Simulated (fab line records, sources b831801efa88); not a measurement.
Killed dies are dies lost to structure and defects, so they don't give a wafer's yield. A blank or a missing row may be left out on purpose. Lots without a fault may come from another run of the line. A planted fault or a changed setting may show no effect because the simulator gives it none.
fab line records | flow sky130
record lots=6 wafers=18 last_day=51
route steps=708 shown POLY_GATE@234 LDD_N@237 PAD_OPEN@708
lots that met no fault: from a run of the same line without faults
start_h: hours from the record's first day to the start of the lot's first wafer shown | wait_h: hours since the lot's step before | " the same as in the row above | L1.1+2: a row that stands for several wafers | - no value, or no start given | * or withheld: withheld | < > ~ a bound
route shown NAME@n: a module of which the file shows steps, and the number in the route of the first | usual: mean/standard deviation of fault-free wafers | same: alike in all rows | chamber/n: place in a boat | sites: the reading at each site | _std_site: their standard deviation | _edge_site: outer sites' mean less inner sites' | radius_mm: how far each site lies from the wafer's centre | mask NAME#n: copy n | behind: the tool/chamber that last shaped the wafer | hold: why the lot was held/for how many hours/how that ended | device: the transistor (n, p or np) that didn't switch | end of line: the same wafers' tests at the end of the route | a step without rows: its recipe alone | killed: dies lost to structure and defects at the first sort, not the wafer's yield | map: a wafer's dies, x killed, . not, _ none there
set.NAME: the setting as run; set.NAME@STEP: as run at that earlier step | model.NAME: the simulator's own value behind a step, which no gauge read
lots at some steps of the route; a table a step, a row a wafer
services: from which hour (start_h, from the record's first day; less than 0 if before it) a tool's chamber was out of use, for how many hours, and why
## steps
# step SKY_POLY_GATE_OXIDATION_20
# recipe temp_c=850 ambient=O2 stabilise_s=600 purge_s=300 target_thk_a=40 ox_time_s=899
# step SKY_POLY_GATE_THK_MEAS_21
# recipe reads=SiO2_of_POLY_GATE_OXIDATION_20
# usual POLY_GATE_OXIDATION_THK=3.98/0.085
# columns lot.wafer tool chamber start_h wait_h POLY_GATE_OXIDATION_THK[nm]
L280.1 film_metro-01 - 441.71 0.0 3.92
L280.3 " - " " 3.99
L280.6 " - " " 3.94
L281.4 film_metro-02 - 445.14 0.0 4.05
L281.5 " - " " 4.18
L281.6 " - " " 4.18
L294.1 film_metro-04 - 563.17 0.0 3.87
L294.5 " - " " 3.89
L294.6 " - " " 3.82
L295.2 film_metro-02 - 566.41 0.0 3.83
L295.3 " - " " 3.91
L295.6 " - " " 3.93
L296.2 film_metro-02 - 568.31 0.0 3.94
L296.3 " - " " 3.92
L296.5 " - " " 3.86
L297.2 film_metro-02 - 585.94 0.0 4.08
L297.5 " - " " 4.08
L297.6 " - " " 3.98
# step SKY_POLY_GATE_CD_MEAS_22
# usual cd_nm=149/3.2
# columns lot.wafer tool chamber start_h wait_h cd_nm
L280.1 cd_sem-02 - 441.77 0.1 151
L280.3 " - " " 154
L280.6 " - " " 151
L281.4 cd_sem-01 - 445.25 0.1 150
L281.5 " - " " 152
L281.6 " - " " 154
L294.1 cd_sem-01 - 563.23 0.1 152
L294.5 " - " " 147
L294.6 " - " " 148
L295.2 cd_sem-02 - 566.49 0.1 153
L295.3 " - " " 146
L295.6 " - " " 146
L296.2 cd_sem-02 - 568.39 0.1 146
L296.3 " - " " 147
L296.5 " - " " 148
L297.2 cd_sem-02 - 586.08 0.1 150
L297.5 " - " " 145
L297.6 " - " " 148
# step SKY_LDD_N_DEHYDRATE_00
# recipe temp_c=200 time_s=60
# step SKY_LDD_N_HMDS_01
# recipe prime_time_s=60 prime_temp_c=120
# step SKY_LDD_N_COAT_02
# recipe resist=NOVOLAK spin_rpm=3000 resist_thk_nm=300
# step SKY_LDD_N_SOFTBAKE_03
# recipe temp_c=90 time_s=60 resist=NOVOLAK
# step SKY_LDD_N_EXPOSE_04
# recipe mask_id=NTM target_cd_nm=840 na=0.6 source_shape=conventional sigma_outer=0.6 dose_mj=110
# step SKY_LDD_N_PEB_05
# recipe temp_c=withheld time_s=* resist=NOVOLAK
# step SKY_LDD_N_DEVELOP_06
# recipe develop_time_s=60 dev_temp_c=23
# step SKY_LDD_N_OVL_MEAS_07
# usual LDD_N_OVL=0.0/1.5
# columns lot.wafer tool chamber start_h wait_h LDD_N_OVL[nm]
L280.1 overlay-02 - 472.93 0.1 -1.2
L280.3 " - " " -1.9
L280.6 " - " " -2.0
L281.4 overlay-02 - 476.70 0.1 -0.7
L281.5 " - " " 0.1
L281.6 " - " " 0.5
L294.1 overlay-02 - 592.58 0.1 0.7
L294.5 " - " " -0.9
L294.6 " - " " -0.5
L295.2 overlay-02 - 596.31 0.1 0.2
L295.3 " - " " -0.9
L295.6 " - " " -2.8
L296.2 overlay-02 - 597.49 0.1 2.9
L296.3 " - " " 1.2
L296.5 " - " " 1.6
L297.2 overlay-02 - 615.94 0.1 0.3
L297.5 " - " " 0.2
L297.6 " - " " 0.8
# step SKY_LDD_N_IMPLANT_08
# recipe species=As energy_kev=20 dose_cm2=7.5e+13 tilt_deg=withheld rotation_deg=23
# step SKY_LDD_N_IMPLANT_09
# recipe species=As energy_kev=20 dose_cm2=7.5e+13 tilt_deg=withheld rotation_deg=113
# usual dose_ions_cm2=7.501e+13/7.6e+10 faraday_current_uA=424/8.7
# columns lot.wafer tool chamber start_h wait_h dose_ions_cm2 faraday_current_uA
L280.1 implanter-02 0 473.12 0.1 7.518e+13 426
L280.3 " 0 " " 7.5e+13 409
L280.6 " 0 " " 7.498e+13 432
L281.4 implanter-04 0 476.94 0.1 7.52e+13 421
L281.5 " 0 " " 7.51e+13 430
L281.6 " 0 " " 7.493e+13 414
L294.1 implanter-02 0 592.77 0.1 4.682e+13 259
L294.5 " 0 " " 4.686e+13 271
L294.6 " 0 " " 4.68e+13 262
L295.2 implanter-02 0 596.52 0.1 4.685e+13 264
L295.3 " 0 " " 4.686e+13 270
L295.6 " 0 " " 4.683e+13 261
L296.2 implanter-04 0 597.69 0.1 7.494e+13 424
L296.3 " 0 " " 7.495e+13 437
L296.5 " 0 " " 7.496e+13 405
L297.2 implanter-03 0 616.14 0.1 7.485e+13 427
L297.5 " 0 " " 7.493e+13 422
L297.6 " 0 " " 7.501e+13 449
# step SKY_LDD_N_IMPLANT_10
# recipe species=As energy_kev=20 dose_cm2=7.5e+13 tilt_deg=withheld rotation_deg=203
# step SKY_LDD_N_IMPLANT_11
# recipe species=As energy_kev=20 dose_cm2=7.5e+13 tilt_deg=withheld rotation_deg=293
# step SKY_LDD_N_IMPLANT_12
# recipe species=BF2 energy_kev=50 dose_cm2=5e+12 tilt_deg=30 rotation_deg=0
# step SKY_LDD_N_IMPLANT_13
# recipe species=BF2 energy_kev=50 dose_cm2=5e+12 tilt_deg=30 rotation_deg=90
# step SKY_LDD_N_IMPLANT_14
# recipe species=BF2 energy_kev=50 dose_cm2=5e+12 tilt_deg=30 rotation_deg=180
# step SKY_LDD_N_IMPLANT_15
# recipe species=BF2 energy_kev=50 dose_cm2=5e+12 tilt_deg=30 rotation_deg=270
# step SKY_LDD_N_STRIP_16
# recipe chemistry=O2/N2 power_w=1400 pressure_mtorr=1500 platen_temp_c=withheld o2_flow_sccm=3000 n2_flow_sccm=300 overash_fraction=0.5
# usual chamber_pressure_mTorr=1500/3.3 drypump_motor_current_A=5.8/0.48 oes_product_au=0.406/0.0047 strip_time_to_endpoint_s=4.317/0.012
# columns lot.wafer tool chamber start_h wait_h chamber_pressure_mTorr drypump_motor_current_A oes_product_au rf_hours_counter_h strip_time_to_endpoint_s
L280.1 plasma_asher-03 0 474.17 0.1 1501 6.1 0.397 67 4.299
L280.3 " 0 " " 1500 6.0 0.405 - 4.306
L280.6 " 0 " " 1499 6.1 0.404 - 4.322
L281.4 plasma_asher-03 1 477.95 0.1 1500 6.1 0.407 - 4.312
L281.5 " 1 " " 1499 6.1 0.398 - 4.328
L281.6 " 0 " " 1500 6.0 0.413 - 4.326
L294.1 plasma_asher-04 0 593.82 0.1 1500 6.4 0.405 17 4.236
L294.5 " 1 " " 1500 6.1 0.404 - 4.245
L294.6 " 0 " " 1501 6.4 0.411 - 4.240
L295.2 plasma_asher-04 0 597.54 0.1 1500 6.4 0.405 18 4.244
L295.3 " 0 " " 1500 6.3 0.403 - 4.241
L295.6 " 1 " " 1503 6.1 0.399 - 4.255
L296.2 plasma_asher-04 1 598.77 0.2 1499 6.0 0.411 18 4.310
L296.3 " 0 " " 1499 6.4 0.410 - 4.317
L296.5 " 0 " " 1499 6.4 0.409 - 4.310
L297.2 plasma_asher-02 1 617.17 0.1 1501 5.2 0.399 51 4.312
L297.5 " 1 " " 1501 5.2 0.416 - 4.298
L297.6 " 0 " " 1502 5.2 0.404 - 4.291
# step SKY_LDD_N_TW_MEAS_17
# usual LDD_N_TW=2598/27
# columns lot.wafer tool chamber start_h wait_h LDD_N_TW
L280.1 film_metro-04 - 474.27 0.1 2596
L280.3 " - " " 2596
L280.6 " - " " 2604
L281.4 film_metro-04 - 478.05 0.1 2597
L281.5 " - " " 2610
L281.6 " - " " 2589
L294.1 film_metro-03 - 593.92 0.1 2554
L294.5 " - " " 2569
L294.6 " - " " 2550
L295.2 film_metro-04 - 597.65 0.1 2576
L295.3 " - " " 2554
L295.6 " - " " 2559
L296.2 film_metro-04 - 598.88 0.1 2623
L296.3 " - " " 2611
L296.5 " - " " 2617
L297.2 film_metro-03 - 617.28 0.1 2603
L297.5 " - " " 2599
L297.6 " - " " 2582
# step SKY_PAD_OPEN_PROBE_99
# usual killed_at_M0_to_M3=43/6.8 killed_at_M4_up=3.2/2 killed_at_contacts=24/5.3 killed_at_front_end=16/4.4 killed_at_other=0.3/0.54 killed_dies=86/9.4 killed_open=48/6.6 killed_short=38/6.5
# same gross_dies=492 killed_at_back_side=0
# columns lot.wafer tool chamber start_h wait_h killed_at_M0_to_M3 killed_at_M4_up killed_at_contacts killed_at_front_end killed_at_other killed_dies killed_open killed_short model.etest.tip_n.rs_ohm_sq
L281.4 prober-01 - 1138.35 0.2 39 5 16 12 0 72 36 36 442.9
L281.5 prober-01 - 1138.40 0.2 39 5 17 18 0 79 44 35 441.4
L281.6 prober-01 - 1138.45 0.2 31 2 22 16 0 71 34 37 443.8
L280.1 prober-02 - 1140.50 0.1 49 2 25 16 1 93 48 45 439.2
L280.3 prober-02 - 1140.60 0.2 42 3 23 19 0 87 43 44 438.7
L280.6 prober-02 - 1140.75 0.2 43 0 20 16 0 79 49 30 446
L294.1 prober-02 - 1206.53 0.1 43 0 17 13 0 73 42 31 467.6
L294.5 prober-02 - 1206.73 0.2 45 3 16 13 0 77 49 28 473.5
L294.6 prober-02 - 1206.78 0.2 46 5 23 11 0 85 50 34 466.4
L296.2 prober-02 - 1209.36 0.1 45 1 26 17 0 89 45 44 432.4
L296.3 prober-02 - 1209.41 0.2 37 5 25 18 0 85 45 40 435.7
L296.5 prober-02 - 1209.51 0.2 42 2 20 17 0 81 43 38 436.2
L297.2 prober-01 - 1218.90 0.1 60 5 17 19 0 101 43 58 443.2
L297.5 prober-01 - 1219.05 0.2 43 7 14 18 0 82 46 36 443.4
L297.6 prober-01 - 1219.10 0.2 47 7 34 20 0 108 52 56 440.3
# killed by level:class
L281.4 VIA1:geometric_particle:open=11 METAL1:geometric_particle:short=7 CONTACT:geometric_particle:open=6 POLY_GATE:geometric_particle:open=4 CONTACT:geometric_particle:short=4 VIA1:geometric_particle:short=4 VIA3:geometric_particle:open=4 POLY_GATE:geometric_particle:short=3
L281.5 VIA1:geometric_particle:open=11 POLY_GATE:geometric_particle:open=6 VIA2:geometric_particle:short=6 METAL2:geometric_particle:short=6 CONTACT:geometric_particle:open=5 VIA3:geometric_particle:open=5 POLY_GATE:geometric_particle:short=4 CONTACT:geometric_particle:short=4
L281.6 POLY_GATE:geometric_particle:short=8 CONTACT:geometric_particle:open=8 LI_CONTACT:geometric_particle:open=7 VIA1:geometric_particle:open=6 METAL2:geometric_particle:short=5 VIA2:geometric_particle:short=4 VIA2:geometric_particle:open=4 METAL3:geometric_particle:short=4
L280.1 VIA1:geometric_particle:open=12 CONTACT:geometric_particle:open=9 METAL2:geometric_particle:short=7 POLY_GATE:geometric_particle:short=6 LI_CONTACT:geometric_particle:open=6 VIA1:geometric_particle:short=6 VIA2:geometric_particle:open=6 METAL1:geometric_particle:short=5
L280.3 FIELD_ISO:geometric_particle:short=9 VIA1:geometric_particle:open=9 VIA3:geometric_particle:open=7 LI_CONTACT:geometric_particle:open=6 FIELD_ISO:geometric_particle:open=5 VIA3:geometric_particle:short=5 METAL2:geometric_particle:short=5 LOCAL_INTERCONNECT:geometric_particle:open=4
L280.6 VIA1:geometric_particle:open=13 VIA1:geometric_particle:short=9 POLY_GATE:geometric_particle:open=7 CONTACT:geometric_particle:open=7 METAL2:geometric_particle:short=7 VIA2:geometric_particle:open=6 POLY_GATE:geometric_particle:short=5 VIA3:geometric_particle:open=4
L294.1 VIA2:geometric_particle:open=10 CONTACT:geometric_particle:open=9 VIA1:geometric_particle:open=9 METAL2:geometric_particle:short=7 POLY_GATE:geometric_particle:short=5 VIA1:geometric_particle:short=5 VIA3:geometric_particle:open=4 VIA3:geometric_particle:short=4
L294.5 VIA1:geometric_particle:open=11 VIA2:geometric_particle:open=7 VIA3:geometric_particle:short=6 FIELD_ISO:geometric_particle:open=5 LI_CONTACT:geometric_particle:open=5 VIA1:geometric_particle:short=5 VIA3:geometric_particle:open=5 CONTACT:geometric_particle:short=4
L294.6 CONTACT:geometric_particle:open=12 VIA1:geometric_particle:open=9 VIA1:geometric_particle:short=7 VIA2:geometric_particle:open=7 METAL2:geometric_particle:short=5 LI_CONTACT:geometric_particle:open=4 VIA2:geometric_particle:short=4 VIA3:geometric_particle:open=4
L296.2 VIA1:geometric_particle:open=10 LI_CONTACT:geometric_particle:open=7 METAL2:geometric_particle:short=7 POLY_GATE:geometric_particle:open=6 CONTACT:geometric_particle:open=6 VIA3:geometric_particle:open=6 VIA1:geometric_particle:short=5 LI_CONTACT:geometric_particle:short=5
L296.3 VIA1:geometric_particle:open=10 LI_CONTACT:geometric_particle:open=8 CONTACT:geometric_particle:open=6 VIA3:geometric_particle:open=6 FIELD_ISO:geometric_particle:short=5 CONTACT:geometric_particle:short=5 POLY_GATE:geometric_particle:short=4 METAL1:geometric_particle:short=4
L296.5 VIA1:geometric_particle:open=10 CONTACT:geometric_particle:open=9 POLY_GATE:geometric_particle:open=8 VIA1:geometric_particle:short=8 METAL2:geometric_particle:short=7 LOCAL_INTERCONNECT:geometric_particle:short=6 VIA3:geometric_particle:open=5 POLY_GATE:geometric_particle:short=4
L297.2 METAL2:geometric_particle:short=17 VIA1:geometric_particle:open=13 VIA1:geometric_particle:short=8 FIELD_ISO:geometric_particle:short=7 VIA3:geometric_particle:open=6 FIELD_ISO:geometric_particle:open=5 LI_CONTACT:geometric_particle:open=5 CONTACT:geometric_particle:open=5
L297.5 VIA3:geometric_particle:open=11 FIELD_ISO:geometric_particle:short=7 VIA1:geometric_particle:open=7 VIA2:geometric_particle:open=7 CONTACT:geometric_particle:open=6 METAL4:geometric_particle:short=6 METAL3:geometric_particle:short=5 FIELD_ISO:geometric_particle:open=4
L297.6 CONTACT:geometric_particle:open=13 VIA1:geometric_particle:open=12 VIA1:geometric_particle:short=9 METAL2:geometric_particle:short=8 FIELD_ISO:geometric_particle:open=7 CONTACT:geometric_particle:short=7 METAL4:geometric_particle:short=6 FIELD_ISO:geometric_particle:short=5
## services
# columns tool chamber start_h hours kind
implanter-04 - 455.21 2.7 pm
implanter-04 - 459.36 8.4 pm
plasma_asher-02 - 461.76 15.6 pm
plasma_asher-03 - 461.98 0.4 repair
plasma_asher-04 - 484.92 3.6 repair
implanter-02 - 503.27 4.2 repair
implanter-04 - 513.97 1.3 repair
implanter-03 - 526.11 3.6 pm
implanter-04 - 526.58 1.1 repair
implanter-02 - 539.30 20.2 pm
plasma_asher-02 - 560.29 1.4 repair
plasma_asher-04 - 570.40 2.8 pm
plasma_asher-02 - 577.52 5.0 repair
implanter-02 - 578.55 3.1 repair
plasma_asher-03 - 595.12 12.3 repair
implanter-02 - 607.86 4.4 pm
## key
first_sign step=SKY_LDD_N_IMPLANT_09 reading=dose_ions_cm2 direction=down sigmas=99+ usual=* struck=*
effect step=SKY_LDD_N_IMPLANT_09 reading=faraday_current_uA direction=down sigmas=18 usual=424 struck=264
effect step=SKY_LDD_N_STRIP_16 reading=strip_time_to_endpoint_s direction=down sigmas=5.9 usual=* struck=*
model_effect step=SKY_PAD_OPEN_PROBE_99 value=etest.tip_n.rs_ohm_sq without=439.3 struck=469.1
met_at SKY_LDD_N_IMPLANT_09
struck_wafers L294.1,L294.5,L294.6,L295.2,L295.3,L295.6
sort_left_out L295.2,L295.3,L295.6
tester_left_out L294,L295
onset_between 473.12 592.77
fault kind=process_parameter_drift tool=implanter-02 chamber=- onset_h=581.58 steps=SKY_LDD_N_IMPLANT_09 channel=dose_cm2 offset=* shape=step end_h=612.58 acts_in=* stated=*
# tester_left_out: of these lots the tester's yield and bins aren't shown, on N5 and GAA mostly nor the transistor test; their killed dies are dies lost to structure and defects alone, not to doping, threshold or leakage, so they don't give the yield
# sort_left_out: the simulated sort isn't trusted on such a fault, so these wafers' sort isn't shown, and their yield isn't known
